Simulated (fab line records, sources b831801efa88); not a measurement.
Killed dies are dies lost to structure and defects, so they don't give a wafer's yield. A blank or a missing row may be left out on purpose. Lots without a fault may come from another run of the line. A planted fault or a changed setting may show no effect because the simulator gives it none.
Split-lot experiment | flow sfq_line | 5 lots, 23 wafers read, on a route of 325 steps

THE SPLIT
At SFQ_TRILAYER_M1_LITHO_COAT_044 (resist thk 62 nm), the setting resist_thk_nm was moved away from the recipe's 62 nm on 8 of the 23 wafers read, by -1.7% to +4.9%. The other wafers ran this setting at the recipe's value.

FROM THE SPLIT TO THE READING: what the file shows between them, 1 step
- SFQ_TRILAYER_M1_LITHO_PEB_042: peb time 60 s (also split here: peb_time_s)

THE READING
oes_product_au, in a.u., at SFQ_TRILAYER_M1_BARC_OPEN_METAL_ETCH_054 (etches BARC in O2, target depth 125 nm, time 41.7 s). Fault-free wafers of this fab line usually give 0.685 a.u., standard deviation 0.0044 a.u..

wafer  | tool, chamber at the split | resist_thk_nm as run, nm | against the recipe | oes_product_au, a.u. | against lot-mates on the recipe
L078.1 | litho_track-03, 0          | 64.9                     | +4.7%              | 0.706                | +0.026
L078.3 | litho_track-03, 0          | 64.9                     | +4.7%              | 0.706                | +0.026
L078.4 | litho_track-03, 0          | 64.9                     | +4.7%              | 0.696                | +0.016
L078.5 | litho_track-03, 0          | 62                       | recipe             | 0.677                | -
L078.6 | litho_track-03, 0          | 62                       | recipe             | 0.682                | -
L079.3 | litho_track-03, 0          | 62                       | recipe             | 0.681                | -
L079.4 | litho_track-03, 0          | 62                       | recipe             | 0.686                | -
L079.5 | litho_track-03, 0          | 62                       | recipe             | 0.692                | -
L081.1 | litho_track-02, 0          | 65.04                    | +4.9%              | 0.702                | +0.017
L081.3 | litho_track-02, 0          | 62                       | recipe             | 0.688                | -
L081.4 | litho_track-02, 0          | 65.04                    | +4.9%              | 0.700                | +0.015
L081.5 | litho_track-02, 0          | 62                       | recipe             | 0.682                | -
L081.6 | litho_track-02, 0          | 65.04                    | +4.9%              | 0.700                | +0.015
L083.1 | litho_track-03, 0          | 60.97                    | -1.7%              | 0.680                | -0.003
L083.2 | litho_track-03, 0          | 60.97                    | -1.7%              | 0.675                | -0.008
L083.3 | litho_track-03, 0          | 62                       | recipe             | 0.681                | -
L083.5 | litho_track-03, 0          | 62                       | recipe             | 0.683                | -
L083.6 | litho_track-03, 0          | 62                       | recipe             | 0.684                | -
L085.1 | litho_track-02, 0          | 62                       | recipe             | 0.685                | -
L085.3 | litho_track-02, 0          | 62                       | recipe             | 0.696                | -
L085.4 | litho_track-02, 0          | 62                       | recipe             | 0.687                | -
L085.5 | litho_track-02, 0          | 62                       | recipe             | 0.686                | -
L085.6 | litho_track-02, 0          | 62                       | recipe             | 0.690                | -

THE FIT
A straight line over all 23 wafers: oes_product_au changes by +0.00351 a.u. for each +1% of resist_thk_nm; r = +0.88; the points scatter about the line by 0.0045 a.u..
The same after taking each lot's own level away (the mean of its wafers on the recipe; 23 wafers): +0.00395 a.u. for each +1%; r = +0.91; scatter 0.0042 a.u..
On that fit, the largest move of resist_thk_nm shifts the reading by 0.019 a.u..
The lots' own levels span 0.6795 to 0.6888 a.u., that is 2.1 times the standard deviation above.
So the lot-to-lot level changes the slope: the two fits differ.
Check: with one of the wafers moved furthest among these (+4.9%) left out of the fit, the line predicts +0.0202 a.u. for it against its lot-mates. It came out at +0.017 a.u. against them.

OTHER SPLITS ON THESE WAFERS
These wafers also went through other splits before the reading. Each is held against what the fit with the lots' levels taken away leaves over:
other split on the same wafers                    | wafers away from the commonest value | r with oes_product_au (lot level and that fit taken away)
SFQ_TRILAYER_INCOMING_OXIDATION_002 temp_c        | 18                                   | +0.03
SFQ_TRILAYER_L0_DEP_SPUTTER_003 power_w           | 8                                    | -0.18
SFQ_TRILAYER_L0_ETCH_METAL_ETCH_008 icp_w         | 11                                   | -0.46
SFQ_TRILAYER_L0_VIA_LITHO_COAT_013 resist_thk_nm  | 6                                    | +0.16
SFQ_TRILAYER_L0_VIA_BARC_OPEN_VIA_ETCH_021 bias_w | 7                                    | -0.36
SFQ_TRILAYER_M0_DEP_SPUTTER_019 time_s            | 6                                    | -0.24
SFQ_TRILAYER_M0_LITHO_COAT_021 resist_thk_nm      | 10                                   | +0.01
SFQ_TRILAYER_I0_VIA_LITHO_COAT_036 resist_thk_nm  | 8                                    | -0.06
SFQ_TRILAYER_M1_LITHO_PEB_042 peb_time_s          | 7                                    | +0.21

THE WHOLE CHAIN: every reading that the file lists as answering this split, in the file's order
step                                     | what it does                                        | reading                                                                                    | change (the file's fit)                   | r (the file's)
SFQ_TRILAYER_M1_LITHO_COAT_044           | resist thk 62 nm                                    | BARC_of_TRILAYER_M1_LITHO_COAT_044.thk_nm (the simulator's own value, which no gauge read) | +0.624 nm for each +1% of the setting     | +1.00
SFQ_TRILAYER_M1_BARC_OPEN_METAL_ETCH_054 | etches BARC in O2, target depth 125 nm, time 41.7 s | oes_product_au                                                                             | +0.00403 a.u. for each +1% of the setting | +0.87

THE FILE'S OWN FIT
oes_product_au changes by +0.00403 a.u. for each +1% of resist_thk_nm, r = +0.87.
